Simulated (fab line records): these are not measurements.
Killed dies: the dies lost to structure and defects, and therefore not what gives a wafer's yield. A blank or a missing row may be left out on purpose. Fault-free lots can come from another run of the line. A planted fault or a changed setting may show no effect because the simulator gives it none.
Matching of chambers | flow sky130 | SKY_LI_CONTACT_CMP_24 on cmp-01: 4 sister chambers
The step polishes, stops on PSG, t overpolish 20 s, target thk 0 nm. 14 wafers are shown with their chamber, then 7 later ones without.

## EACH WAFER AND ITS CHAMBER
wafer  | chamber | motor_current_A (A) | time_to_endpoint_s (s) | head_pressure_psi (psi)
L521.1 | 1       | 11.5                | 87                     | 3.504
L521.2 | 3       | 9.9                 | 89                     | 3.505
L521.4 | 0       | 9.9                 | 91                     | 3.499
L523.1 | 2       | 10.4                | 95                     | 3.493
L523.5 | 2       | 10.3                | 95                     | 3.505
L523.6 | 3       | 10.8                | 92                     | 3.484
L525.3 | 2       | 10.4                | 96                     | 3.507
L525.4 | 1       | 11.5                | 89                     | 3.505
L525.6 | 3       | 10.1                | 90                     | 3.496
L528.3 | 2       | 10.5                | 96                     | 3.495
L528.4 | 1       | 11.4                | 85                     | 3.515
L528.6 | 1       | 11.4                | 91                     | 3.502
L533.1 | 0       | 10.3                | 101                    | 3.499
L533.2 | 2       | 9.8                 | 94                     | 3.485

SIGNATURES, as means of the wafers listed above
reading            | chamber 0 | chamber 1 | chamber 2 | chamber 3 | scatter within a chamber
motor_current_A    | 10.100    | 11.450    | 10.280    | 10.267    | 0.291
time_to_endpoint_s | 96.00     | 88.00     | 95.20     | 90.33     | 2.78
head_pressure_psi  | 3.49900   | 3.50650   | 3.49700   | 3.49500   | 0.00807
Rule: a wafer lies at a distance from a chamber equal to the root of the sum of squares, over the readings, of (its reading less the chamber's mean, divided by the reading's scatter). If the next closest chamber is less than 2 further off than the closest, the wafer can't be placed; otherwise it belongs to the closest. How the scatter is found: for the shown wafers, subtract from each reading the mean of its chamber, square and add these, divide the total by (wafers less chambers), then take the root.

## WAFERS WITH NO CHAMBER GIVEN
wafer  | motor_current_A (A) | time_to_endpoint_s (s) | head_pressure_psi (psi)
L533.3 | 12.0                | 96                     | 3.514
L541.2 | 11.7                | 92                     | 3.499
L541.3 | 10.3                | 89                     | 3.505
L541.6 | 10.3                | 93                     | 3.507
L543.1 | 11.0                | 92                     | 3.508
L543.4 | 10.6                | 99                     | 3.503
L543.6 | 10.6                | 97                     | 3.502

## EACH ONE'S CHAMBER
wafer  | from the rows above               | in truth
L533.3 | 1                                 | 1
L541.2 | 1                                 | 1
L541.3 | can't be placed: 3 or 2 or 0      | 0
L541.6 | can't be placed: 2 or 0 or 3      | 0
L543.1 | can't be placed: 1 or 2 or 3 or 0 | 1
L543.4 | can't be placed: 2 or 0 or 3      | 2
L543.6 | can't be placed: 2 or 0 or 3      | 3
Correctly placed: 2 of 7. Cannot be placed on the basis of these rows: 5; the candidates contain the true chamber in 5. Number placed wrongly: 0.
